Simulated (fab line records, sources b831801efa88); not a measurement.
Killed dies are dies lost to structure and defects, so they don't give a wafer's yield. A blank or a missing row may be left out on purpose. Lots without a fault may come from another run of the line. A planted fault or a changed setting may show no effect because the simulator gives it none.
Which tool did it? | flow sky130 | 11 lots, 33 wafers sampled, at 6 steps of a route of 708

WHAT THE GAUGES READ, wafer by wafer
SKY_FIELD_ISO_BOW_MEAS_00. Usual: INCOMING_BOW -1 um, standard deviation 6.7.
lot  | measured    | on            | INCOMING_BOW (um) | flag
L620 | day 1 10:01 | film_metro-03 | -7 -3 -3          |
L621 | day 1 15:01 | film_metro-04 | 5 8 -4            |
L623 | day 2 01:00 | film_metro-03 | -2 0 0            |
L624 | day 2 06:00 | film_metro-04 | 5 3 1             |
L628 | day 3 02:00 | film_metro-03 | 5 -1 1            |
L629 | day 3 07:00 | film_metro-01 | 5 -4 6            |
L630 | day 3 12:01 | film_metro-04 | -13 6 0           |
L632 | day 3 22:00 | film_metro-04 | -10 -9 -3         |
L640 | day 5 14:00 | film_metro-04 | 3 -6 0            |
L641 | day 5 19:01 | film_metro-01 | 4 -6 -16          |
L643 | day 6 05:01 | film_metro-03 | 2 5 8             |

SKY_FIELD_ISO_THK_MEAS_25. Usual: FIELD_ISO_CVD_24_THK 595 nm, standard deviation 7.9.
lot  | measured    | on            | FIELD_ISO_CVD_24_THK (nm) | flag
L620 | day 2 07:18 | film_metro-03 | 591 608 602               |
L621 | day 2 10:54 | film_metro-03 | 600 598 602               |
L623 | day 3 01:31 | film_metro-01 | 604 603 586               |
L624 | day 3 05:24 | film_metro-04 | 591 595 596               |
L628 | day 4 03:01 | film_metro-04 | 582 599 582               |
L629 | day 4 08:56 | film_metro-04 | 599 602 591               |
L630 | day 4 14:07 | film_metro-01 | 589 591 588               |
L632 | day 4 21:37 | film_metro-03 | 605 587 604               |
L640 | day 7 03:49 | film_metro-01 | 610 603 604               |
L641 | day 7 04:59 | film_metro-01 | 600 587 600               |
L643 | day 7 11:44 | film_metro-03 | 597 607 602               |

SKY_VT_ADJUST_HVTP_CD_MEAS_07: target cd 380 nm. Usual: cd_nm 380.6 nm, standard deviation 2.8.
lot  | measured     | on        | cd_nm (nm)        | flag
L620 | day 5 22:46  | cd_sem-01 | 381.4 381.8 380.0 |
L621 | day 6 00:35  | cd_sem-02 | 380.0 381.3 381.0 |
L623 | day 7 05:45  | cd_sem-01 | 382.8 380.9 381.9 |
L624 | day 7 10:00  | cd_sem-02 | 381.5 376.0 376.8 |
L628 | day 8 07:39  | cd_sem-02 | 383.0 387.2 383.7 |
L629 | day 8 10:51  | cd_sem-02 | 380.6 379.5 382.1 |
L630 | day 8 18:38  | cd_sem-01 | - - -             | OFF
L632 | day 9 06:31  | cd_sem-02 | 383.7 382.1 381.2 |
L640 | day 11 23:16 | cd_sem-02 | 380.3 380.7 381.6 |
L641 | day 11 22:29 | cd_sem-01 | 377.5 381.3 378.3 |
L643 | day 12 05:29 | cd_sem-01 | 381.8 382.2 381.9 |

SKY_VT_ADJUST_HVTP_TW_MEAS_11. Usual: VT_ADJUST_HVTP_TW 1354, standard deviation 15.
lot  | measured     | on            | VT_ADJUST_HVTP_TW | flag
L620 | day 5 23:10  | film_metro-02 | 1350 1352 1352    |
L621 | day 6 00:59  | film_metro-03 | 1372 1368 1374    |
L623 | day 7 06:10  | film_metro-03 | 1367 1366 1366    |
L624 | day 7 10:25  | film_metro-03 | 1369 1367 1363    |
L628 | day 8 08:04  | film_metro-01 | 1334 1336 1340    |
L629 | day 8 11:16  | film_metro-01 | 1334 1341 1337    |
L630 | day 8 19:02  | film_metro-01 | 30 30 30          | OFF
L632 | day 9 06:56  | film_metro-02 | 1353 1356 1352    |
L640 | day 11 23:41 | film_metro-02 | 1356 1358 1354    |
L641 | day 11 22:53 | film_metro-02 | 1351 1360 1349    |
L643 | day 12 05:53 | film_metro-02 | 1355 1354 1359    |

SKY_VT_ADJUST_LVTN_TW_MEAS_21. Usual: VT_ADJUST_LVTN_2_TW 186.2, standard deviation 1.5.
lot  | measured     | on            | VT_ADJUST_LVTN_2_TW  | flag
L620 | day 7 13:00  | film_metro-02 | 186.2 187.3 186.4    |
L621 | day 7 14:34  | film_metro-01 | 184.4 183.2 183.2    |
L623 | day 8 23:15  | film_metro-02 | 188.0 188.7 189.5    |
L624 | day 9 03:12  | film_metro-01 | 186.5 186.0 186.6    |
L628 | day 10 01:54 | film_metro-02 | 187.8 188.6 188.2    |
L629 | day 10 05:30 | film_metro-01 | 185.9 184.8 184.9    |
L630 | day 10 14:40 | film_metro-02 | 1357.2 1348.5 1353.9 | OFF
L632 | day 11 01:49 | film_metro-04 | 186.0 185.4 185.4    |
L640 | day 14 01:47 | film_metro-01 | 183.1 184.4 183.5    |
L641 | day 13 23:43 | film_metro-01 | 183.9 183.9 184.5    |
L643 | day 14 08:07 | film_metro-01 | 183.7 184.7 184.6    |

WHICH TOOL RAN EACH LOT (tool, then ch and the chambers of the sampled wafers, then the start)
lot  | SKY_VT_ADJUST_HVTP_EXPOSE_04
L620 | iline_stepper-01 ch 0, day 5 13:41
L621 | iline_stepper-01 ch 0, day 5 15:49
L623 | iline_stepper-01 ch 0, day 6 20:09
L624 | iline_stepper-01 ch 0, day 7 00:08
L628 | iline_stepper-01 ch 0, day 7 21:31
L629 | iline_stepper-01 ch 0, day 8 00:55
L630 | iline_stepper-01 ch 0, day 8 08:37
L632 | iline_stepper-01 ch 0, day 8 20:04
L640 | iline_stepper-02 ch 0, day 11 12:05
L641 | iline_stepper-01 ch 0, day 11 11:13
L643 | iline_stepper-01 ch 0, day 11 17:43
- SKY_VT_ADJUST_HVTP_EXPOSE_04: exposes mask HVTPM, target cd 380 nm.

WHAT THE TOOLS THEMSELVES READ (means of the sampled wafers that have a number; where no wafer has one, the mark that the record gives instead)
The record holds no such reading with a usual standard deviation.

THE ANSWER, worked out from the rows above alone
Rule: a lot is off if the mean of its wafers that have a number lies more than 3 standard deviations from the usual mean. A lot without any number at a reading at which 4 lots or more have one is off too. The other lots that the step has rows for count as sound. The gauges are gone through in route order, then the tools' own readings, and for those a lot's mean is taken as printed above. The first step at which some lot is off is used, and at that step the reading that is off furthest; a lot without a number counts as furthest.
Off: L630, at SKY_VT_ADJUST_HVTP_CD_MEAS_07 (cd_nm). Without a number there: L630.
A tool fits if, at a process step before that reading, it ran every lot that is off, and no sound lot after the first of them. The gauges at SKY_VT_ADJUST_HVTP_CD_MEAS_07 aren't tried: what is off there is off at SKY_VT_ADJUST_HVTP_TW_MEAS_11 too, on other tools, and a gauge's error can't cause that. None of those tried fits.

WHAT THE SIMULATOR HAD PUT IN
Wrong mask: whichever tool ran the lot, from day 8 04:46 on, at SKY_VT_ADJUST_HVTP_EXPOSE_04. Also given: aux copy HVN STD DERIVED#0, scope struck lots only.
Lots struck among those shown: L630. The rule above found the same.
